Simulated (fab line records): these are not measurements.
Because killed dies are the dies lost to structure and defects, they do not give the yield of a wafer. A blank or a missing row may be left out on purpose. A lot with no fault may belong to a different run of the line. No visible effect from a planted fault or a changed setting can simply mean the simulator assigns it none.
fab line records	flow gf180mcu
record lots=11	wafers=33	last_day=33
route steps=602 shown HV_LDD@222 NSD@247 PSD@258
lots with no fault: from the same line, run without faults
start_h: hours from the record's first day to the start of the lot's first wafer shown	wait_h: time in hours since the lot's previous step	" unchanged from the row above	L1.1+2: a row that stands for several wafers	- either no value or no given start	* or withheld: withheld	< > ~ a bound
route shown NAME@n: a module of which the file shows steps, and the number in the route of the first	usual: mean and standard deviation over wafers with no fault	same: alike in all rows	chamber/n: place in a boat	sites: readings site by site	_std_site: their standard deviation	_edge_site: mean of outer sites minus mean of inner sites	radius_mm: how far each site lies from the wafer's centre	mask NAME#n: copy n	behind: the tool/chamber that last shaped the wafer	hold: the reason the lot was held/the length of the hold in hours/how it ended	device: whichever transistor did not switch (one of n, p or np)	end of line: tests of these same wafers at the route's end	a step with no rows: only its recipe	killed: the dies lost at the first sort to structure and to defects; this is not the yield of the wafer	map: the dies of a wafer, with x for killed, . for not killed, _ for no die there
set.NAME: the run value of the setting; set.NAME@STEP: its run value at that earlier step	model.NAME: the simulator's own value behind a step, which no gauge read
the route's steps for a sample of lots (tables are steps, rows are wafers)
services: a tool's chamber out of use, with start hour (start_h, from the record's first day; less than 0 if before it), hours out, and reason
## steps
# step GF_HV_LDD_CD_MEAS_46
# recipe target_cd_nm=400
# usual cd_nm=400.3/2.6
lot.wafer	tool	chamber	start_h	wait_h	cd_nm
L587.1	cd_sem-02	-	278.15	0.1	400.1
L587.4	"	-	"	"	402.2
L587.5	"	-	"	"	398.3
L589.3	cd_sem-02	-	285.67	0.1	400.4
L589.4	"	-	"	"	400.6
L589.6	"	-	"	"	401.8
L590.1	cd_sem-01	-	303.90	0.1	401.8
L590.5	"	-	"	"	402.7
L590.6	"	-	"	"	400.0
L591.2	cd_sem-01	-	315.05	0.1	397.4
L591.4	"	-	"	"	395.9
L591.5	"	-	"	"	397.4
L592.1	cd_sem-01	-	320.95	0.1	400.1
L592.4	"	-	"	"	399.3
L592.6	"	-	"	"	401.5
L594.1	cd_sem-01	-	329.95	0.1	402.4
L594.2	"	-	"	"	401.6
L594.6	"	-	"	"	402.1
L593.3	cd_sem-01	-	332.82	0.1	397.5
L593.4	"	-	"	"	401.0
L593.5	"	-	"	"	400.1
L596.2	cd_sem-02	-	351.87	0.1	405.7
L596.3	"	-	"	"	406.3
L596.4	"	-	"	"	407.3
L597.1	cd_sem-01	-	358.83	0.1	401.2
L597.3	"	-	"	"	400.6
L597.6	"	-	"	"	402.7
L601.3	cd_sem-01	-	382.74	0.1	395.8
L601.4	"	-	"	"	395.7
L601.6	"	-	"	"	395.1
L608.2	cd_sem-02	-	439.32	0.1	403.7
L608.3	"	-	"	"	406.2
L608.6	"	-	"	"	403.2
# step GF_HV_LDD_CVD_56
# recipe material=Si3N4	precursor=DCS/NH3	target_thk_nm=90	temp_c=770	time_s=1543	pressure_mtorr=250
# usual susceptor_temp_C=770.1/0.35	zone_power_centre_pct=12.8/1.2
# same time_s=1543
lot.wafer	tool	chamber	start_h	wait_h	susceptor_temp_C	zone_power_centre_pct
L587.1	lpcvd-02	0	279.93	0.1	769.9	11.4
L587.4	"	0	"	"	770.0	11.4
L587.5	"	0	"	"	770.5	11.1
L589.3	lpcvd-02	0	288.02	0.6	769.9	11.3
L589.4	"	0	"	"	769.8	11.3
L589.6	"	0	"	"	769.9	11.4
L590.1	lpcvd-01	0	305.68	0.1	769.5	14.6
L590.5	"	0	"	"	770.1	14.4
L590.6	"	0	"	"	770.0	14.5
L591.2	lpcvd-01	1	316.82	0.0	769.5	13.7
L591.4	"	1	"	"	769.7	13.7
L591.5	"	1	"	"	769.6	13.8
L592.1	lpcvd-02	1	322.86	0.1	770.0	12.0
L592.4	"	1	"	"	770.5	12.0
L592.6	"	1	"	"	770.3	12.2
L594.1	lpcvd-02	0	331.74	0.1	770.0	11.5
L594.2	"	0	"	"	769.4	11.3
L594.6	"	0	"	"	769.9	11.3
L593.3	lpcvd-02	1	334.57	0.0	770.1	12.1
L593.4	"	1	"	"	769.9	11.9
L593.5	"	1	"	"	769.8	12.0
L596.2	lpcvd-01	1	353.94	0.3	770.4	13.9
L596.3	"	1	"	"	769.8	13.8
L596.4	"	1	"	"	769.8	13.9
L597.1	lpcvd-02	0	360.61	0.1	770.2	11.2
L597.3	"	0	"	"	770.2	11.4
L597.6	"	0	"	"	769.8	11.4
L601.3	lpcvd-01	1	384.49	0.0	769.2	13.6
L601.4	"	1	"	"	768.5	13.9
L601.6	"	1	"	"	768.4	13.8
L608.2	lpcvd-02	1	441.08	0.0	770.2	12.0
L608.3	"	1	"	"	770.4	12.3
L608.6	"	1	"	"	770.3	11.9
# step GF_HV_LDD_THK_MEAS_57
# recipe reads=Si3N4_of_HV_LDD_CVD_56
# usual HV_LDD_CVD_56_THK=89.8/0.82
lot.wafer	tool	chamber	start_h	wait_h	HV_LDD_CVD_56_THK[nm]
L587.1	film_metro-02	-	281.36	0.0	89.6
L587.4	"	-	"	"	88.8
L587.5	"	-	"	"	88.6
L589.3	film_metro-01	-	289.47	0.0	91.0
L589.4	"	-	"	"	91.3
L589.6	"	-	"	"	91.4
L590.1	film_metro-02	-	307.11	0.0	89.2
L590.5	"	-	"	"	89.7
L590.6	"	-	"	"	89.6
L591.2	film_metro-02	-	318.26	0.0	89.1
L591.4	"	-	"	"	89.8
L591.5	"	-	"	"	90.0
L592.1	film_metro-01	-	324.29	0.0	89.7
L592.4	"	-	"	"	89.0
L592.6	"	-	"	"	89.6
L594.1	film_metro-04	-	333.17	0.0	88.9
L594.2	"	-	"	"	89.2
L594.6	"	-	"	"	89.1
L593.3	film_metro-01	-	336.02	0.0	90.3
L593.4	"	-	"	"	89.8
L593.5	"	-	"	"	89.6
L596.2	film_metro-02	-	355.37	0.0	91.9
L596.3	"	-	"	"	91.2
L596.4	"	-	"	"	91.0
L597.1	film_metro-01	-	362.04	0.0	88.9
L597.3	"	-	"	"	89.2
L597.6	"	-	"	"	89.9
L601.3	film_metro-02	-	385.93	0.0	86.6
L601.4	"	-	"	"	86.2
L601.6	"	-	"	"	86.8
L608.2	film_metro-02	-	442.52	0.0	89.7
L608.3	"	-	"	"	89.2
L608.6	"	-	"	"	90.0
# step GF_HV_LDD_ETCHBACK_58
# recipe chemistry=CH3F/O2	target=Si3N4	stop_on=SiO2	source_w=400	bias_w=80	pressure_mtorr=25	ch3f_flow_sccm=40	O2_flow_sccm=30	time_s=100	target_depth_a=900
# usual O2_flow_sccm=30.01/0.089	drypump_motor_current_A=5.8/0.54	oes_product_au=0.842/0.0061	rf_fwd_power_W=397.3/1.5	throttle_valve_pct=10.561/0.0084
# same time_s=100
lot.wafer	tool	chamber	start_h	wait_h	O2_flow_sccm	drypump_motor_current_A	oes_product_au	rf_fwd_power_W	rf_hours_counter_h	throttle_valve_pct
L587.1	rie_diel-02	0	281.42	0.1	30.05	6.4	0.848	397.0	14	10.558
L587.4	"	2	"	"	30.14	5.3	0.835	396.2	88	10.565
L587.5	"	2	"	"	30.08	5.3	0.842	396.3	-	10.553
L589.3	rie_diel-02	3	289.51	0.0	29.97	5.9	0.860	398.3	109	10.559
L589.4	"	1	"	"	30.01	6.6	0.846	397.2	-	10.559
L589.6	"	3	"	"	30.07	5.9	0.850	397.3	-	10.555
L590.1	rie_diel-02	1	307.17	0.1	29.96	6.6	0.840	395.5	32	10.562
L590.5	"	1	"	"	30.04	6.6	0.838	397.5	-	10.562
L590.6	"	0	"	"	29.96	6.4	0.833	398.3	-	10.555
L591.2	rie_diel-03	1	318.31	0.0	30.02	5.5	0.836	395.5	3	10.550
L591.4	"	0	"	"	29.94	5.8	0.845	398.2	49	10.554
L591.5	"	1	"	"	30.20	5.5	0.849	395.3	-	10.555
L592.1	rie_diel-02	3	324.35	0.1	29.94	5.9	0.843	397.5	110	10.575
L592.4	"	1	"	"	30.06	6.6	0.835	394.3	33	10.557
L592.6	"	0	"	"	30.07	6.4	0.839	398.2	-	10.563
L594.1	rie_diel-03	0	333.23	0.1	29.95	5.8	0.829	396.7	49	10.581
L594.2	"	3	"	"	30.04	6.7	0.841	400.5	2	10.571
L594.6	"	1	"	"	30.15	5.5	0.839	395.2	-	10.567
L593.3	rie_diel-01	2	336.06	0.0	29.89	5.1	0.845	397.2	119	10.566
L593.4	"	1	"	"	30.03	5.4	0.838	394.6	6	10.568
L593.5	"	3	"	"	30.02	5.1	0.835	400.6	-	10.567
L596.2	rie_diel-01	1	355.42	0.0	29.99	5.4	0.846	394.2	6	10.569
L596.3	"	3	"	"	29.97	5.1	0.849	397.8	83	10.561
L596.4	"	0	"	"	29.93	6.0	0.845	394.9	31	10.564
L597.1	rie_diel-03	2	362.10	0.1	30.04	5.6	0.836	400.3	97	10.553
L597.3	"	1	"	"	30.09	5.5	0.846	394.1	4	10.560
L597.6	"	2	"	"	29.89	5.6	0.846	399.4	-	10.555
L601.3	rie_diel-01	0	385.97	0.0	30.17	6.1	0.821	395.5	31	10.556
L601.4	"	1	"	"	29.97	5.4	0.820	395.4	7	10.566
L601.6	"	2	"	"	30.09	5.1	0.828	400.3	-	10.571
L608.2	rie_diel-03	0	442.57	0.0	30.08	5.7	0.842	398.3	53	10.559
L608.3	"	3	"	"	29.89	6.7	0.837	401.0	5	10.573
L608.6	"	1	"	"	30.10	5.5	0.848	395.7	-	10.548
# step GF_NSD_TW_MEAS_12
# usual NSD_TW=4254/58
lot.wafer	tool	chamber	start_h	wait_h	NSD_TW
L587.1	film_metro-01	-	302.00	0.1	4319
L587.4	"	-	"	"	4281
L587.5	"	-	"	"	4325
L589.3	film_metro-01	-	310.47	0.1	4286
L589.4	"	-	"	"	4285
L589.6	"	-	"	"	4297
L590.1	film_metro-01	-	327.34	0.1	4298
L590.5	"	-	"	"	4286
L590.6	"	-	"	"	4285
L591.2	film_metro-02	-	339.41	0.1	4160
L591.4	"	-	"	"	4180
L591.5	"	-	"	"	4155
L592.1	film_metro-03	-	345.90	0.1	4263
L592.4	"	-	"	"	4267
L592.6	"	-	"	"	4254
L594.1	film_metro-02	-	354.35	0.1	4171
L594.2	"	-	"	"	4165
L594.6	"	-	"	"	4152
L593.3	film_metro-03	-	358.80	0.1	4246
L593.4	"	-	"	"	4267
L593.5	"	-	"	"	4242
L596.2	film_metro-02	-	378.23	0.1	4142
L596.3	"	-	"	"	4147
L596.4	"	-	"	"	4166
L597.1	film_metro-02	-	384.83	0.1	4141
L597.3	"	-	"	"	4177
L597.6	"	-	"	"	4168
L601.3	film_metro-02	-	409.70	0.1	4177
L601.4	"	-	"	"	4189
L601.6	"	-	"	"	4198
L608.2	film_metro-03	-	467.11	0.1	4330
L608.3	"	-	"	"	4291
L608.6	"	-	"	"	4320
# step GF_PSD_STRIP_10
# recipe chemistry=O2/N2	power_w=1400	pressure_mtorr=1500	platen_temp_c=250	o2_flow_sccm=3000	n2_flow_sccm=300	overash_fraction=0.5
# usual drypump_motor_current_A=5.9/0.65	heater_power_w=351/37	oes_product_au=0.592/0.0041	strip_time_to_endpoint_s=16.53/0.031
lot.wafer	tool	chamber	start_h	wait_h	drypump_motor_current_A	heater_power_w	oes_product_au	rf_hours_counter_h	strip_time_to_endpoint_s
L587.1	plasma_asher-04	1	322.75	0.1	4.8	312	0.588	53	16.56
L587.4	"	1	"	"	4.8	311	0.583	-	16.54
L587.5	"	0	"	"	6.1	332	0.592	-	16.55
L589.3	plasma_asher-01	1	331.62	0.1	6.6	339	0.598	-	16.61
L589.4	"	0	"	"	5.8	415	0.588	-	16.57
L589.6	"	0	"	"	5.8	405	0.593	-	16.55
L590.1	plasma_asher-01	0	348.90	0.1	5.8	410	0.593	67	16.50
L590.5	"	0	"	"	5.8	408	0.593	-	16.50
L590.6	"	1	"	"	6.6	344	0.594	-	16.53
L591.2	plasma_asher-04	0	361.33	0.1	6.2	336	0.598	56	16.57
L591.4	"	1	"	"	4.8	317	0.587	-	16.52
L591.5	"	1	"	"	4.8	314	0.584	-	16.54
L592.1	plasma_asher-01	0	368.30	0.1	5.8	411	0.595	69	16.48
L592.4	"	0	"	"	5.8	421	0.591	-	16.51
L592.6	"	0	"	"	5.8	417	0.591	-	16.50
L594.1	plasma_asher-02	1	377.25	0.1	5.9	315	0.589	28	16.54
L594.2	"	0	"	"	5.2	322	0.594	28	16.52
L594.6	"	1	"	"	5.9	302	0.600	-	16.50
L593.3	plasma_asher-01	1	381.54	0.1	6.7	344	0.596	-	16.52
L593.4	"	0	"	"	5.8	414	0.581	-	16.54
L593.5	"	0	"	"	5.8	417	0.591	-	16.52
L596.2	plasma_asher-01	1	400.55	0.1	6.7	330	0.591	73	16.48
L596.3	"	0	"	"	5.8	411	0.596	-	16.54
L596.4	"	1	"	"	6.6	341	0.593	-	16.53
L597.1	plasma_asher-04	1	408.25	0.1	4.8	310	0.597	61	16.54
L597.3	"	1	"	"	4.8	314	0.592	-	16.49
L597.6	"	0	"	"	6.2	334	0.594	-	16.55
L601.3	plasma_asher-01	1	433.71	0.1	6.6	369	0.592	-	16.51
L601.4	"	0	"	"	5.8	420	0.591	-	16.52
L601.6	"	0	"	"	5.8	419	0.594	-	16.50
L608.2	plasma_asher-04	1	491.03	0.1	4.8	318	0.588	70	16.50
L608.3	"	1	"	"	4.8	307	0.589	-	16.50
L608.6	"	0	"	"	6.1	336	0.597	-	16.54
## services
tool	chamber	start_h	hours	kind
plasma_asher-01	-	256.53	1.6	repair
plasma_asher-04	-	259.08	8.9	repair
plasma_asher-01	-	268.68	0.6	repair
rie_diel-03	-	277.97	2.8	pm
rie_diel-02	0	285.74	6.3	repair
plasma_asher-01	-	293.53	2.8	pm
rie_diel-01	3	293.86	4.4	repair
plasma_asher-02	-	301.96	2.8	pm
rie_diel-03	3	319.88	8.8	repair
plasma_asher-04	-	334.20	3.0	repair
rie_diel-03	2	335.55	3.9	repair
rie_diel-01	-	338.09	2.8	pm
rie_diel-02	-	372.69	4.8	repair
rie_diel-03	2	385.77	1.9	repair
plasma_asher-02	-	399.65	2.5	repair
rie_diel-03	3	399.78	9.1	repair
plasma_asher-01	-	421.34	9.0	pm
plasma_asher-01	0	421.34	9.0	vent_cycle
plasma_asher-01	1	421.34	9.0	vent_cycle
plasma_asher-01	-	423.25	1.6	repair
rie_diel-03	3	430.54	3.7	repair
rie_diel-02	-	436.57	0.3	repair
rie_diel-03	3	473.64	15.3	repair
rie_diel-01	0	479.66	5.9	repair
## key
first_sign step=GF_HV_LDD_CVD_56	reading=susceptor_temp_C	direction=down	sigmas=3.8	usual=*	struck=*
effect step=GF_HV_LDD_THK_MEAS_57	reading=HV_LDD_CVD_56_THK	direction=down	sigmas=4	usual=89.8	struck=86.5
effect step=GF_HV_LDD_ETCHBACK_58	reading=oes_product_au	direction=down	sigmas=3.2	usual=0.842	struck=0.823
met_at GF_HV_LDD_CVD_56
struck_lots L601
struck_wafers L601.3,L601.4,L601.6
tester_left_out L601
not_acting_at GF_HV_LDD_CD_MEAS_46,GF_NSD_TW_MEAS_12,GF_PSD_STRIP_10
onset_between 353.94 384.49
fault kind=process_parameter_drift	tool=lpcvd-01	chamber=1	onset_h=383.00	steps=GF_HV_LDD_CVD_56	channel=temp_c	offset=*	shape=step	end_h=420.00	acts_in=*	stated=*
# tester_left_out: of these lots the tester's yield and bins aren't shown, on N5 and GAA mostly nor the transistor test; their killed dies are dies lost to structure and defects alone, not to doping, threshold or leakage, so they don't give the yield
